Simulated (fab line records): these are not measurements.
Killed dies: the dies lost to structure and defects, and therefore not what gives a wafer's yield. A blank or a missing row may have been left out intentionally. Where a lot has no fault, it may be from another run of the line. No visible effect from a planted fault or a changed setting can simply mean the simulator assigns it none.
Struck lot and sound lot, side by side + flow gf180mcu + 43 out of 602 route steps
Sound: wafers L113.1, L113.2, L113.5. The struck wafers were L126.1, L126.4, L126.6. At the end, the cause is stated.
For every step that has rows: the tool of each side, followed by ch and its chambers, followed by its first start. Under that, the readings that differ: sound wafers + struck wafers + difference of the means + sigmas: that difference in standard deviations of wafers without a fault.
alike: readings with means less than 2 such deviations apart, plus words and numbers identical on both sides. not compared: withheld readings, readings lacking a value on some wafer, bounds such as >300 that could conceal the same value, and numbers that have no deviation in the record and whose values overlap.
The two part at a step that has a row with sigmas, a row that says differs or no value, or rows on one side only. Numbers that have no deviation but don't overlap get no sigmas and don't part them. Lack of a reading on every wafer of one side parts them only where that side has two or more wafers.

first, 1 step without rows for these wafers: GF_MVSD_IMPLANT_09.
GF_MVSD_STRIP_10: strips in O2/N2.
  sound on plasma_asher-01 ch 0,1, day 5 21:53; struck on plasma_asher-04 ch 0,1, day 8 23:10
  alike: drypump_motor_current_A, heater_power_w, oes_product_au, strip_time_to_endpoint_s
  not compared: rf_hours_counter_h
GF_MVSD_TW_MEAS_11:
  sound on film_metro-04 at day 5 21:59; struck on film_metro-01 at day 8 23:16
  alike: MVSD_TW
then, 7 steps without rows for these wafers: GF_MVPSD_DEHYDRATE_00 (time 60 s); GF_MVPSD_HMDS_01 (prime time 60 s); GF_MVPSD_COAT_02 (resist thk 3000 nm); GF_MVPSD_SOFTBAKE_03; GF_MVPSD_EXPOSE_04 (exposes mask MVPSD, target cd 1000 nm); GF_MVPSD_PEB_05; GF_MVPSD_DEVELOP_06 (develop time 60 s).
GF_MVPSD_OVL_MEAS_07:
  sound on overlay-02 at day 6 12:57; struck on overlay-02 at day 9 16:17
| reading        | sound       | struck         | difference | sigmas |
|----------------|-------------|----------------|------------|--------|
| MVPSD_OVL (nm) | 1.1 1.2 1.1 | -0.7 -1.8 -2.2 | -2.7       | -2     |
following that, these wafers have no rows for 1 step: GF_MVPSD_IMPLANT_08.
GF_MVPSD_IMPLANT_09:
  sound on implanter-04 ch 0, day 6 13:08; struck on implanter-01 ch 0, day 9 16:28
| reading            | sound                         | struck                       | difference | sigmas      |
|--------------------|-------------------------------|------------------------------|------------|-------------|
| dose_ions_cm2      | 5.006e+12 5.008e+12 4.999e+12 | 2.353e+12 2.351e+12 2.35e+12 | -2.653e+12 | -99 or more |
| faraday_current_uA | 27.9 29.3 28.0                | 13.6 13.6 13.9               | -14.7      | -26         |
GF_MVPSD_STRIP_10: strips in O2/N2.
  sound on plasma_asher-01 ch 0,1, day 6 13:17; struck on plasma_asher-01 ch 0,1, day 9 16:37
  alike: drypump_motor_current_A, heater_power_w, oes_product_au, strip_time_to_endpoint_s
  not compared: rf_hours_counter_h
GF_MVPSD_TW_MEAS_11:
  sound on film_metro-04 at day 6 13:23; struck on film_metro-01 at day 9 16:43
| reading  | sound       | struck      | difference | sigmas |
|----------|-------------|-------------|------------|--------|
| MVPSD_TW | 550 551 551 | 539 540 540 | -11        | -3     |
  not compared: hold
then, 6 steps without rows for these wafers: GF_VT_IMPLANT_HMDS_01 (prime time 60 s); GF_VT_IMPLANT_COAT_02 (resist thk 1000 nm); GF_VT_IMPLANT_SOFTBAKE_03 (time 60 s); GF_VT_IMPLANT_EXPOSE_04 (exposes mask LVPWELL LV AREA, target cd 600 nm); GF_VT_IMPLANT_PEB_05; GF_VT_IMPLANT_DEVELOP_06 (develop time 60 s).
GF_VT_IMPLANT_OVL_MEAS_07:
  sound on overlay-02 at day 7 04:33; struck on overlay-02 at day 10 10:30
  alike: VT_IMPLANT_OVL
following that, these wafers have no rows for 1 step: GF_VT_IMPLANT_IMPLANT_08.
GF_VT_IMPLANT_STRIP_09: strips in O2/N2.
  sound on plasma_asher-02 ch 0,1, day 7 04:44; struck on plasma_asher-02 ch 0,1, day 10 10:41
  alike: drypump_motor_current_A, heater_power_w, oes_product_au, strip_time_to_endpoint_s
  not compared: rf_hours_counter_h
GF_VT_IMPLANT_TW_MEAS_10:
  sound on film_metro-01 at day 7 04:50; struck on film_metro-03 at day 10 10:47
  alike: VT_IMPLANT_TW
then, 7 steps without rows for these wafers: GF_VT_IMPLANT_DEHYDRATE_11 (time 60 s); GF_VT_IMPLANT_HMDS_12 (prime time 60 s); GF_VT_IMPLANT_COAT_13 (resist thk 1000 nm); GF_VT_IMPLANT_SOFTBAKE_14 (time 60 s); GF_VT_IMPLANT_EXPOSE_15 (exposes mask Nwell LV AREA, target cd 860 nm); GF_VT_IMPLANT_PEB_16; GF_VT_IMPLANT_DEVELOP_17 (develop time 60 s).
GF_VT_IMPLANT_OVL_MEAS_18:
  sound on overlay-02 at day 7 20:09; struck on overlay-01 at day 11 05:02
  alike: VT_IMPLANT_01_OVL
following that, these wafers have no rows for 1 step: GF_VT_IMPLANT_IMPLANT_19.
GF_VT_IMPLANT_STRIP_20: strips in O2/N2.
  sound on plasma_asher-04 ch 0,1, day 7 20:20; struck on plasma_asher-04 ch 0,1, day 11 05:14
  alike: drypump_motor_current_A, heater_power_w, oes_product_au, strip_time_to_endpoint_s
  not compared: rf_hours_counter_h
GF_VT_IMPLANT_TW_MEAS_21:
  sound on film_metro-02 at day 7 20:26; struck on film_metro-03 at day 11 05:20
  alike: VT_IMPLANT_2_TW
then, 5 steps without rows for these wafers: GF_VT_IMPLANT_DEHYDRATE_22 (time 60 s); GF_VT_IMPLANT_HMDS_23 (prime time 60 s); GF_VT_IMPLANT_COAT_24 (resist thk 1000 nm); GF_VT_IMPLANT_SOFTBAKE_25 (time 60 s); GF_VT_IMPLANT_EXPOSE_26 (exposes mask LVPWELL HV AREA, target cd 860 nm).
GF_VT_IMPLANT_RS_MEAS_49: the measuring method here is four-point-probe.
  sound on film_metro-04 at day 9 06:37; struck on film_metro-04 at day 12 21:32
| reading           | sound          | struck         | difference | sigmas |
|-------------------|----------------|----------------|------------|--------|
| MVPSD_RS (ohm/sq) | 1165 1164 1165 | 1303 1309 1306 | +141       | +46    |
  not compared: hold
GF_PASSIVATION_PROBE_99:
  the record holds rows for the sound wafers here (prober-01, day 31 04:57) but none for the struck ones

== WHERE THEY PART ==
Earliest at GF_MVPSD_OVL_MEAS_07; latest, in this record, at GF_PASSIVATION_PROBE_99.

WHY: what had been put in by the simulator
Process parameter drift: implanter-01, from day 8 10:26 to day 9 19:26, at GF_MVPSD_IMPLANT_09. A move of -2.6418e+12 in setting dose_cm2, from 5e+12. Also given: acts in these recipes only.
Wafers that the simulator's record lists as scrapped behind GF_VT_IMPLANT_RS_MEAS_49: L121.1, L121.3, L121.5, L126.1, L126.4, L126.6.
